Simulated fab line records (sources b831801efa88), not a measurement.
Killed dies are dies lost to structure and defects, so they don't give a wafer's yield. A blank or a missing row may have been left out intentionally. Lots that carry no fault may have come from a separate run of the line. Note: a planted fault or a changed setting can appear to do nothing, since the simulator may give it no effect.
fab line records	flow sky130
record: lots: 7	wafers: 19	lastDay: 49
route steps=708 shown LI_CONTACT@380 LOCAL_INTERCONNECT@387 PAD_OPEN@708
lots untouched by any fault: they come from a run of this same line in which no faults occurred
startH: start of the lot's first displayed wafer, in hours after the record's first day	waitH: hours since the lot's step before	" repeats the value in the row above	L1.1+2: a single row standing in for several wafers	- value missing, or start not given	* or withheld: withheld	< > ~ a bound
route shown NAME@n: names a module that has steps shown in the file, with the first one's number in the route	usual: average and standard deviation across the fault-free wafers	same: alike in all rows	chamber/n: place in a boat	sites: the reading at each site	_std_site: standard deviation of those values	_edge_site: mean of outer sites minus mean of inner sites	radiusMm: for every site, how far away it sits from the centre of the wafer	mask NAME#n: copy n	behind: tool/chamber where the wafer was last shaped	hold: the reason the lot was held/the length of the hold in hours/how it ended	device: the n, p or np transistor that did not switch	end of line: the tests these same wafers got at the end of their route	for a step that has no rows: nothing shown but its recipe	killed: the dies lost at the first sort to structure and to defects; this is not the yield of the wafer	map: dies across one wafer; x = killed, . = not, _ = none there
set.NAME: setting as actually run; set.NAME@STEP: the setting as run at that earlier step	model.NAME: the simulator's own value behind a step, which no gauge read
a table for each step, a row for each wafer; lots at some steps of the route
services: the hour from which a tool's chamber was out of use, counted from the record's first day as startH (under 0 if before that day), plus the number of hours and why
== steps ==
step: SKY_LI_CONTACT_PRE_CLEAN_18
recipe: gas: Ar	timeS: 5.6	biasV: 358
step: SKY_LI_CONTACT_SPUTTER_19
recipe: material: Ti	targetThkNm: 20	chamberPressurePa: 5	powerW: 2500	substrateTempC: 200	timeS: 106.37
usual: throttleValvePct: 30.8/1.4
same: timeS: 106.37
lot.wafer	tool	chamber	startH	waitH	throttleValvePct
L641.1	pvdSputter-01	-	692.12	0.0	29.8
L641.2	"	-	"	"	31.1
L641.6	"	-	"	"	32.3
L645.1	pvdSputter-01	-	742.39	0.0	29.8
L645.3	"	-	"	"	32.4
L645.4	"	-	"	"	30.4
L650.1	pvdSputter-03	-	774.80	0.0	32.1
L650.6	"	-	"	"	31.3
L651.2	pvdSputter-03	-	778.48	0.0	32.4
L651.5	"	-	"	"	32.0
L654.1	pvdSputter-03	-	813.88	0.0	32.1
L654.2	"	-	"	"	31.2
L654.4	"	-	"	"	31.6
L658.1	pvdSputter-01	-	823.89	0.0	30.3
L658.3	"	-	"	"	29.9
L658.5	"	-	"	"	30.3
L659.1	pvdSputter-03	-	831.32	0.0	31.4
L659.2	"	-	"	"	31.2
L659.4	"	-	"	"	31.9
step: SKY_LI_CONTACT_SPUTTER_20
recipe: material: TiN	targetThkNm: 20	chamberPressurePa: 5	powerW: 4000	timeS: 80
usual: throttleValvePct: 30.8/1.4
same: timeS: 80
lot.wafer	tool	chamber	startH	waitH	throttleValvePct
L641.1	pvdSputter-01	-	692.19	0.0	29.6
L641.2	"	-	"	"	31.4
L641.6	"	-	"	"	32.3
L645.1	pvdSputter-01	-	742.46	0.0	29.7
L645.3	"	-	"	"	32.3
L645.4	"	-	"	"	30.4
L650.1	pvdSputter-03	-	774.88	0.0	32.0
L650.6	"	-	"	"	31.4
L651.2	pvdSputter-03	-	778.56	0.0	32.2
L651.5	"	-	"	"	32.1
L654.1	pvdSputter-03	-	813.96	0.0	32.1
L654.2	"	-	"	"	31.2
L654.4	"	-	"	"	31.4
L658.1	pvdSputter-01	-	823.96	0.0	30.8
L658.3	"	-	"	"	29.7
L658.5	"	-	"	"	30.3
L659.1	pvdSputter-03	-	831.40	0.0	31.4
L659.2	"	-	"	"	31.4
L659.4	"	-	"	"	31.8
step: SKY_LI_CONTACT_CVD_21
recipe: material: W	targetThkNm: 400	timeS: 120.56	tempC: 400	pressureTorr: 40
usual: heaterPowerOuterW: 593/82	heaterPowerW: 964/85
same: timeS: 120.56
lot.wafer	tool	chamber	startH	waitH	heaterPowerOuterW	heaterPowerW
L641.1	cvdW-01	0	692.25	0.0	731	1049
L641.2	"	1	"	"	546	943
L641.6	"	0	"	"	712	1070
L645.1	cvdW-01	0	742.52	0.0	711	1069
L645.3	"	1	"	"	569	963
L645.4	"	0	"	"	698	1095
L650.1	cvdW-02	1	774.94	0.0	540	889
L650.6	"	0	"	"	501	859
L651.2	cvdW-02	1	778.62	0.0	538	928
L651.5	"	1	"	"	559	875
L654.1	cvdW-01	0	814.02	0.0	707	1066
L654.2	"	1	"	"	568	959
L654.4	"	1	"	"	554	959
L658.1	cvdW-02	0	824.02	0.0	506	889
L658.3	"	1	"	"	556	901
L658.5	"	1	"	"	536	884
L659.1	cvdW-02	1	831.47	0.0	552	866
L659.2	"	0	"	"	510	868
L659.4	"	0	"	"	511	891
step: SKY_LI_CONTACT_RS_MEAS_22
recipe: thkMeasGauge: four-point-probe	reads: W_of_LI_CONTACT_CVD_21+TiN_of_LI_CONTACT_SPUTTER_20+Ti_of_LI_CONTACT_SPUTTER_19
usual: LI_CONTACT_W_RS: 0.286/0.0044
lot.wafer	tool	chamber	startH	waitH	LI_CONTACT_W_RS[ohm/sq]
L641.1	filmMetro-01	-	692.38	0.1	0.286
L641.2	"	-	"	"	0.280
L641.6	"	-	"	"	0.279
L645.1	filmMetro-02	-	742.65	0.1	0.281
L645.3	"	-	"	"	0.280
L645.4	"	-	"	"	0.284
L650.1	filmMetro-01	-	775.06	0.1	0.285
L650.6	"	-	"	"	0.291
L651.2	filmMetro-01	-	778.77	0.1	0.292
L651.5	"	-	"	"	0.293
L654.1	filmMetro-02	-	814.15	0.1	0.290
L654.2	"	-	"	"	0.285
L654.4	"	-	"	"	0.286
L658.1	filmMetro-02	-	824.15	0.1	0.292
L658.3	"	-	"	"	0.286
L658.5	"	-	"	"	0.291
L659.1	filmMetro-02	-	831.60	0.1	0.285
L659.2	"	-	"	"	0.288
L659.4	"	-	"	"	0.286
step: SKY_LI_CONTACT_THK_MEAS_23
recipe: thkMeasGauge: xrf	reads: W_of_LI_CONTACT_CVD_21
usual: LI_CONTACT_W_THK: 403/7.7
lot.wafer	tool	chamber	startH	waitH	LI_CONTACT_W_THK[nm]
L641.1	filmMetro-01	-	692.50	0.1	398
L641.2	"	-	"	"	403
L641.6	"	-	"	"	408
L645.1	filmMetro-02	-	742.77	0.1	412
L645.3	"	-	"	"	412
L645.4	"	-	"	"	407
L650.1	filmMetro-01	-	775.18	0.1	400
L650.6	"	-	"	"	392
L651.2	filmMetro-01	-	778.88	0.1	391
L651.5	"	-	"	"	390
L654.1	filmMetro-02	-	814.27	0.1	401
L654.2	"	-	"	"	408
L654.4	"	-	"	"	409
L658.1	filmMetro-02	-	824.27	0.1	398
L658.3	"	-	"	"	408
L658.5	"	-	"	"	400
L659.1	filmMetro-02	-	831.72	0.1	409
L659.2	"	-	"	"	402
L659.4	"	-	"	"	407
step: SKY_LI_CONTACT_CMP_24
recipe: stopOn: PSG	tOverpolishS: 20	downForcePsi: 3.5	platenRpm: 60	targetThkNm: 0	padVelocityMS: 0.94248
usual: headPressurePsi: 3.500/0.0074	motorCurrentA: 11.1/1.2	overpolishRunS: 20.000/0.01	slurryFilterDpKPa: 13.51/0.13	timeToEndpointS: 95/3.8
lot.wafer	tool	chamber	startH	waitH	headPressurePsi	motorCurrentA	overpolishRunS	slurryFilterDpKPa	timeToEndpointS
L641.2	cmp-02	1	692.56	0.0	3.495	10.5	19.999	13.60	93
L641.1	"	0	"	"	3.497	9.6	19.985	13.40	94
L641.6	"	2	"	"	3.505	12.8	20.007	13.79	100
L645.1	cmp-01	1	742.88	0.1	3.492	13.1	19.998	13.47	89
L645.4	"	2	"	"	3.508	11.2	19.990	13.38	90
L645.3	"	3	"	"	3.503	10.9	20.018	13.72	96
L650.1	cmp-02	0	775.29	0.1	3.507	9.9	19.988	13.38	98
L650.6	"	3	"	"	3.484	11.8	20.006	13.62	92
L651.2	cmp-01	3	779.03	0.1	3.494	10.7	19.985	13.63	92
L651.5	"	1	"	"	3.492	12.8	19.985	13.41	84
L654.1	cmp-01	1	814.38	0.1	3.498	12.6	20.002	13.45	96
L654.2	"	2	"	"	3.510	10.4	19.995	13.33	100
L654.4	"	3	"	"	3.514	10.6	20.015	13.49	96
L658.3	cmp-02	1	824.33	0.0	3.496	10.1	20.009	13.31	89
L658.1	"	2	"	"	3.513	12.6	19.983	13.67	93
L658.5	"	2	"	"	3.498	12.3	19.998	13.55	91
L659.4	cmp-01	3	831.78	0.0	3.491	10.2	19.995	13.35	102
L659.1	"	0	"	"	3.489	9.8	19.993	13.38	98
L659.2	"	1	"	"	3.501	12.9	19.993	13.49	94
step: SKY_LOCAL_INTERCONNECT_SPUTTER_00
recipe: material: TiN	targetThkNm: 100	tempC: 300	powerW: 6500	timeS: 83.3	chamberPressurePa: 0.4
step: SKY_LOCAL_INTERCONNECT_RS_MEAS_01
recipe: thkMeasGauge: four-point-probe	reads: TiN_of_LOCAL_INTERCONNECT_SPUTTER_00
usual: LOCAL_INTERCONNECT_TIN_RS: 14.09/0.12
lot.wafer	tool	chamber	startH	waitH	LOCAL_INTERCONNECT_TIN_RS[ohm/sq]
L641.1	filmMetro-04	-	692.92	0.0	13.91
L641.2	"	-	"	"	14.04
L641.6	"	-	"	"	13.91
L645.1	filmMetro-01	-	743.19	0.0	14.21
L645.3	"	-	"	"	14.17
L645.4	"	-	"	"	14.05
L650.1	filmMetro-04	-	775.61	0.0	14.10
L650.6	"	-	"	"	14.05
L651.2	filmMetro-01	-	779.31	0.1	14.10
L651.5	"	-	"	"	14.12
L654.1	filmMetro-04	-	814.69	0.0	13.88
L654.2	"	-	"	"	13.95
L654.4	"	-	"	"	14.03
L658.1	filmMetro-04	-	824.69	0.0	14.42
L658.3	"	-	"	"	14.01
L658.5	"	-	"	"	14.36
L659.1	filmMetro-04	-	832.14	0.0	14.00
L659.2	"	-	"	"	13.91
L659.4	"	-	"	"	13.90
step: SKY_LOCAL_INTERCONNECT_THK_MEAS_02
recipe: thkMeasGauge: xrf	reads: TiN_of_LOCAL_INTERCONNECT_SPUTTER_00
usual: LOCAL_INTERCONNECT_TIN_THK: 99.2/1
lot.wafer	tool	chamber	startH	waitH	LOCAL_INTERCONNECT_TIN_THK[nm]
L641.1	filmMetro-04	-	693.04	0.1	101.4
L641.2	"	-	"	"	100.5
L641.6	"	-	"	"	101.5
L645.1	filmMetro-01	-	743.31	0.1	98.0
L645.3	"	-	"	"	98.1
L645.4	"	-	"	"	98.2
L650.1	filmMetro-04	-	775.73	0.1	99.7
L650.6	"	-	"	"	99.9
L651.2	filmMetro-01	-	779.42	0.1	98.5
L651.5	"	-	"	"	99.4
L654.1	filmMetro-04	-	814.81	0.1	101.0
L654.2	"	-	"	"	100.9
L654.4	"	-	"	"	100.5
L658.1	filmMetro-04	-	824.81	0.1	96.3
L658.3	"	-	"	"	99.6
L658.5	"	-	"	"	96.9
L659.1	filmMetro-04	-	832.26	0.1	99.3
L659.2	"	-	"	"	100.2
L659.4	"	-	"	"	99.9
step: SKY_LOCAL_INTERCONNECT_DEHYDRATE_03
recipe: tempC: 200	timeS: 60
step: SKY_LOCAL_INTERCONNECT_HMDS_04
recipe: primeTimeS: 60	primeTempC: 120
step: SKY_LOCAL_INTERCONNECT_COAT_05
recipe: resist: BARC	tempC: withheld	timeS: withheld	spinRpm: 3000	resistThkNm: 60
usual: chillPlateTempC: *
lot.wafer	tool	chamber	startH	waitH	chillPlateTempC
L641.1	lithoTrack-02	0	706.50	0.1	*
L641.2	"	0	"	"	*
L641.6	"	0	"	"	*
L645.1	lithoTrack-02	0	756.85	0.1	*
L645.3	"	0	"	"	*
L645.4	"	0	"	"	*
L650.1	lithoTrack-02	0	789.00	0.1	*
L650.6	"	0	"	"	*
L651.2	lithoTrack-02	0	792.27	0.1	*
L651.5	"	0	"	"	*
L654.1	lithoTrack-03	0	827.07	0.1	*
L654.2	"	0	"	"	*
L654.4	"	0	"	"	*
L658.1	lithoTrack-03	0	837.52	0.1	*
L658.3	"	0	"	"	*
L658.5	"	0	"	"	*
L659.1	lithoTrack-03	0	845.42	0.1	*
L659.2	"	0	"	"	*
L659.4	"	0	"	"	*
step: SKY_LOCAL_INTERCONNECT_COAT_06
recipe: resist: KrF-thick	spinRpm: 3000	resistThkNm: 450
step: SKY_LOCAL_INTERCONNECT_SOFTBAKE_07
recipe: tempC: 100	timeS: 90	resist: KrF-thick
step: SKY_LOCAL_INTERCONNECT_EXPOSE_08
recipe: maskId: LI1M	na: 0.8	sourceShape: annular	sigmaInner: 0.55	sigmaOuter: 0.85	targetCdNm: 170	doseMj: 28
step: SKY_LOCAL_INTERCONNECT_PEB_09
recipe: pebTempC: withheld	pebTimeS: withheld	resist: KrF-thick
step: SKY_LOCAL_INTERCONNECT_DEVELOP_10
recipe: developTimeS: 60	resist: KrF-thick	devTempC: 21
step: SKY_LOCAL_INTERCONNECT_CD_MEAS_11
recipe: targetCdNm: 170
usual: cdNm: 170.1/1.6
lot.wafer	tool	chamber	startH	waitH	cdNm
L641.1	cdSem-02	-	721.07	-	170.7
L641.2	"	-	"	"	172.8
L641.6	"	-	"	"	169.7
L645.1	cdSem-01	-	770.40	-	169.0
L645.3	"	-	"	"	169.3
L645.4	"	-	"	"	169.1
L650.1	cdSem-02	-	801.51	-	168.4
L650.6	"	-	"	"	170.3
L651.2	cdSem-02	-	805.59	-	166.9
L651.5	"	-	"	"	169.7
L654.1	cdSem-02	-	841.11	-	168.5
L654.2	"	-	"	"	169.8
L654.4	"	-	"	"	169.0
L658.1	cdSem-01	-	850.90	-	168.5
L658.3	"	-	"	"	170.2
L658.5	"	-	"	"	169.6
L659.1	cdSem-02	-	858.35	-	170.0
L659.2	"	-	"	"	171.4
L659.4	"	-	"	"	170.3
step: SKY_LOCAL_INTERCONNECT_OVL_MEAS_12
usual: LOCAL_INTERCONNECT_OVL: -2/5.1
lot.wafer	tool	chamber	startH	waitH	LOCAL_INTERCONNECT_OVL[nm]
L641.1	overlay-02	-	721.19	0.1	-1
L641.2	"	-	"	"	-3
L641.6	"	-	"	"	-3
L645.1	overlay-01	-	770.52	0.1	-9
L645.3	"	-	"	"	-12
L645.4	"	-	"	"	-5
L650.1	overlay-02	-	801.63	0.1	4
L650.6	"	-	"	"	-9
L651.2	overlay-02	-	805.70	0.1	-5
L651.5	"	-	"	"	-8
L654.1	overlay-01	-	841.23	0.1	4
L654.2	"	-	"	"	6
L654.4	"	-	"	"	13
L658.1	overlay-02	-	851.02	0.1	-1
L658.3	"	-	"	"	1
L658.5	"	-	"	"	2
L659.1	overlay-01	-	858.47	0.1	-5
L659.2	"	-	"	"	3
L659.4	"	-	"	"	-1
step: SKY_LOCAL_INTERCONNECT_ETCH_13
recipe: chemistry: N2/H2	target: BARC	ionEnergyEv: 200	biasW: 100	pressureMtorr: 30	n2FlowSccm: 100	h2FlowSccm: 200	icpW: 500	stopOn: SiO2	timeS: 45.9	targetDepthA: 600
usual: drypumpMotorCurrentA: 6.3/0.39	oesProductAu: 0.855/0.0047	throttleValvePct: 13.226/0.0093
same: timeS: 45.9
lot.wafer	tool	chamber	startH	waitH	drypumpMotorCurrentA	oesProductAu	rfHoursCounterH	throttleValvePct	model.etch.depthNm
L641.1	rieMetal-01	1	721.23	0.0	6.0	0.852	15	13.222	59.8
L641.2	"	0	"	"	6.3	0.853	3	13.246	59.91
L641.6	"	0	"	"	6.3	0.850	-	13.213	59.95
L645.1	rieMetal-03	1	770.56	0.0	6.8	0.980	3	13.228	76.26
L645.3	"	0	"	"	5.6	0.851	-	13.233	59.78
L645.4	"	1	"	"	6.8	0.848	-	13.227	59.73
L650.1	rieMetal-03	0	801.66	0.0	5.7	0.972	2	13.236	76.67
L650.6	"	1	"	"	6.8	0.859	-	13.227	60
L651.2	rieMetal-02	0	805.73	0.0	6.3	0.853	15	13.224	59.98
L651.5	"	1	"	"	6.6	0.977	-	13.238	75.63
L654.1	rieMetal-02	0	841.26	0.0	6.3	0.860	17	13.220	59.97
L654.2	"	1	"	"	6.6	0.849	0	13.229	59.86
L654.4	"	1	"	"	6.6	0.855	-	13.231	59.99
L658.1	rieMetal-03	1	851.06	0.0	6.8	0.853	6	13.229	60.24
L658.3	"	1	"	"	6.8	0.850	-	13.219	59.99
L658.5	"	1	"	"	6.8	0.858	-	13.228	60.14
L659.1	rieMetal-01	0	858.51	0.0	6.3	0.855	9	13.226	59.91
L659.2	"	1	"	"	6.0	0.858	4	13.231	60.01
L659.4	"	1	"	"	6.0	0.856	-	13.226	59.97
step: SKY_LOCAL_INTERCONNECT_METAL_ETCH_14
recipe: targetDepthNm: 110	stopOn: PSG	chemistry: Cl2/BCl3	target: TiN	resistSidewallDeg: 88	pressureMtorr: 10	icpW: 900	biasW: 48.5	Cl2_flow_sccm: 60	bcl3FlowSccm: 30	timeS: 31.4
usual: drypumpMotorCurrentA: 6.3/0.38	oesProductAu: 0.943/0.0071	throttleValvePct: 21.899/0.0094
same: timeS: 31.4
lot.wafer	tool	chamber	startH	waitH	drypumpMotorCurrentA	oesProductAu	rfHoursCounterH	throttleValvePct
L641.1	rieMetal-01	1	721.29	0.0	5.9	0.947	15	21.885
L641.2	"	0	"	"	6.2	0.943	3	21.887
L641.6	"	0	"	"	6.2	0.947	-	21.890
L645.1	rieMetal-03	1	770.62	0.0	6.8	0.941	3	21.897
L645.3	"	0	"	"	5.7	0.947	-	21.900
L645.4	"	1	"	"	6.8	0.944	-	21.899
L650.1	rieMetal-03	0	801.72	0.0	5.7	0.946	2	21.907
L650.6	"	1	"	"	6.8	0.942	-	21.902
L651.2	rieMetal-02	0	805.79	0.0	6.2	0.941	15	21.895
L651.5	"	1	"	"	6.6	0.925	-	21.908
L654.1	rieMetal-02	0	841.33	0.0	6.3	0.952	17	21.877
L654.2	"	1	"	"	6.6	0.956	0	21.900
L654.4	"	1	"	"	6.6	0.946	-	21.894
L658.1	rieMetal-03	1	851.12	0.0	6.8	0.935	6	21.907
L658.3	"	1	"	"	6.8	0.942	-	21.903
L658.5	"	1	"	"	6.8	0.928	-	21.911
L659.1	rieMetal-01	0	858.57	0.0	6.2	0.943	9	21.894
L659.2	"	1	"	"	5.9	0.952	4	21.894
L659.4	"	1	"	"	5.9	0.955	-	21.909
step: SKY_LOCAL_INTERCONNECT_STRIP_15
recipe: chemistry: O2/N2	powerW: 1400	pressureMtorr: 1500	platenTempC: withheld	o2FlowSccm: 3000	n2FlowSccm: 300	overashFraction: 0.5
usual: drypumpMotorCurrentA: 5.4/0.34	oesProductAu: 0.427/0.0043	stripTimeToEndpointS: 4.724/0.02
lot.wafer	tool	chamber	startH	waitH	drypumpMotorCurrentA	oesProductAu	rfHoursCounterH	stripTimeToEndpointS
L641.1	plasmaAsher-04	1	721.34	0.0	5.9	0.424	58	4.702
L641.2	"	0	"	"	5.6	0.425	58	4.674
L641.6	"	1	"	"	5.9	0.431	-	4.672
L645.1	plasmaAsher-02	0	770.67	0.0	4.9	0.444	96	4.935
L645.3	"	0	"	"	4.9	0.425	-	4.708
L645.4	"	1	"	"	5.6	0.424	-	4.711
L650.1	plasmaAsher-02	0	801.78	0.0	4.9	0.428	99	4.932
L650.6	"	0	"	"	4.9	0.423	-	4.740
L651.2	plasmaAsher-02	0	805.84	0.0	4.9	0.431	99	4.717
L651.5	"	0	"	"	4.9	0.437	-	4.934
L654.1	plasmaAsher-02	0	841.38	0.0	4.9	0.423	103	4.720
L654.2	"	1	"	"	5.6	0.428	103	4.727
L654.4	"	1	"	"	5.6	0.422	-	4.713
L658.1	plasmaAsher-02	1	851.17	0.0	5.6	0.433	104	4.716
L658.3	"	0	"	"	4.9	0.429	-	4.704
L658.5	"	1	"	"	5.6	0.425	-	4.743
L659.1	plasmaAsher-04	0	858.62	0.0	5.7	0.432	73	4.712
L659.2	"	1	"	"	5.8	0.418	73	4.737
L659.4	"	0	"	"	5.7	0.433	-	4.739
step: SKY_LOCAL_INTERCONNECT_STRIP_16
recipe: chemistry: postEtchResidueRemover	timeS: 1200	tempC: 72.5
step: SKY_PAD_OPEN_PROBE_99
usual: killed_at_M0_to_M3: 42/7.1	killed_at_M4_up: 3.3/1.9	killedAtContacts: 24/5	killedAtFrontEnd: 15/4.7	killedAtOther: 0.3/0.61	killedDies: 86/9.6	killedOpen: 47/7.5	killedShort: 38/6.6
same: grossDies: 492	killedAtBackSide: 0
lot.wafer	tool	chamber	startH	waitH	killed_at_M0_to_M3	killed_at_M4_up	killedAtContacts	killedAtFrontEnd	killedAtOther	killedDies	killedOpen	killedShort
L645.1	prober-01	-	1124.85	0.1	40	7	25	18	1	91	46	44
L645.3	prober-01	-	1124.95	0.2	37	9	22	18	0	86	44	42
L650.1	prober-01	-	1149.09	0.1	55	4	15	18	0	92	42	49
L650.6	prober-01	-	1149.34	0.2	51	3	16	10	0	80	47	33
L651.5	prober-02	-	1151.22	0.2	34	7	26	8	1	76	35	36
L658.1	prober-01	-	1181.24	0.1	42	2	29	14	1	88	50	35
L658.3	prober-01	-	1181.34	0.2	46	3	16	17	1	83	39	40
L658.5	prober-01	-	1181.44	0.2	31	2	25	14	1	73	38	33
killed by level:class
L645.1 CONTACT:geometricParticle:open=10 VIA1:geometricParticle:open=7 VIA1:geometricParticle:short=7 FIELD_ISO:geometricParticle:open=6 METAL2:geometricParticle:short=5 METAL4:geometricParticle:short=5 POLY_GATE:geometricParticle:short=4 LI_CONTACT:geometricParticle:open=4
L645.3 CONTACT:geometricParticle:open=10 VIA3:geometricParticle:open=7 METAL4:geometricParticle:short=7 METAL2:geometricParticle:short=6 POLY_GATE:geometricParticle:short=5 LI_CONTACT:geometricParticle:open=5 VIA1:geometricParticle:open=5 VIA2:geometricParticle:short=4
L650.1 VIA2:geometricParticle:open=13 VIA1:geometricParticle:short=8 METAL2:geometricParticle:short=8 METAL1:geometricParticle:short=5 VIA1:geometricParticle:open=5 FIELD_ISO:geometricParticle:short=4 SPACER:geometricParticle:open=4 LOCAL_INTERCONNECT:geometricParticle:short=4
L650.6 VIA1:geometricParticle:open=15 VIA2:geometricParticle:open=7 CONTACT:geometricParticle:open=6 METAL2:geometricParticle:short=6 VIA3:geometricParticle:open=5 LI_CONTACT:geometricParticle:open=4 CONTACT:geometricParticle:short=4 VIA1:geometricParticle:short=4
L651.5 CONTACT:geometricParticle:open=10 VIA2:geometricParticle:open=8 CONTACT:geometricParticle:short=7 VIA1:geometricParticle:open=7 METAL4:geometricParticle:short=6 VIA1:geometricParticle:short=5 LOCAL_INTERCONNECT:areaEtch=5 VIA3:geometricParticle:open=4
L658.1 CONTACT:geometricParticle:open=16 VIA1:geometricParticle:open=12 VIA2:geometricParticle:open=8 VIA1:geometricParticle:short=7 METAL1:geometricParticle:short=6 FIELD_ISO:geometricParticle:short=5 LI_CONTACT:geometricParticle:open=4 VIA3:geometricParticle:open=4
L658.3 METAL1:geometricParticle:short=11 VIA1:geometricParticle:open=11 LI_CONTACT:geometricParticle:open=7 VIA2:geometricParticle:open=6 VIA1:geometricParticle:short=5 FIELD_ISO:geometricParticle:short=4 METAL3:geometricParticle:short=4 FIELD_ISO:geometricParticle:open=3
L658.5 CONTACT:geometricParticle:open=10 LI_CONTACT:geometricParticle:open=8 VIA1:geometricParticle:short=6 VIA2:geometricParticle:open=6 FIELD_ISO:geometricParticle:short=5 VIA1:geometricParticle:open=5 CONTACT:geometricParticle:short=4 METAL1:geometricParticle:short=4
== services ==
tool	chamber	startH	hours	kind
cvdW-01	-	672.74	4.3	pm
rieMetal-03	1	683.77	-	clean
rieMetal-03	1	683.77	14.2	scheduledDown
rieMetal-03	1	683.77	14.2	ventCycle
plasmaAsher-04	-	703.16	6.9	pm
rieMetal-03	0	718.69	-	clean
rieMetal-03	0	718.69	20.7	scheduledDown
rieMetal-03	0	718.69	20.7	ventCycle
pvdSputter-03	-	722.85	10.8	repair
cvdW-02	-	730.74	2.8	pm
cvdW-02	1	735.16	4.1	repair
rieMetal-01	1	735.95	-	clean
rieMetal-01	1	735.95	17.9	scheduledDown
rieMetal-01	1	735.95	17.9	ventCycle
cvdW-02	-	738.03	6.0	pm
cmp-01	-	744.11	4.0	pm
cmp-01	-	748.11	-	consumableReplace:conditioner
cmp-01	-	748.11	4.8	pm
cmp-02	-	754.37	5.1	repair
cvdW-02	0	755.47	18.5	repair
rieMetal-02	-	760.02	14.6	pm
cvdW-01	-	773.64	2.8	pm
cmp-02	-	780.18	1.8	repair
pvdSputter-03	-	841.83	1.0	repair
== key ==
firstSign: step: SKY_LOCAL_INTERCONNECT_ETCH_13	reading: oesProductAu	direction: up	sigmas: 26	usual: 0.855	struck: 0.976
effect: step: SKY_LOCAL_INTERCONNECT_STRIP_15	reading: stripTimeToEndpointS	direction: up	sigmas: 11	usual: *	struck: *
modelEffect: step: SKY_LOCAL_INTERCONNECT_ETCH_13	value: etch.depthNm	without: 60.03	struck: 76.19
metAt SKY_LOCAL_INTERCONNECT_COAT_05
struckWafers L645.1,L650.1,L651.5
testerLeftOut L645,L650,L651
onsetBetween 706.50 756.85
fault: kind: processParameterDrift	tool: lithoTrack-02	chamber: -	onsetH: 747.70	steps: SKY_LOCAL_INTERCONNECT_COAT_05	channel: resistThkNm	offset: 16.527	shape: step	endH: 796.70	scope: struckWafersOnly	actsIn: theseRecipesOnly	stated: 60
testerLeftOut: of these lots the tester's yield and bins aren't shown, on N5 and GAA mostly nor the transistor test; their killed dies are dies lost to structure and defects alone, not to doping, threshold or leakage, so they don't give the yield
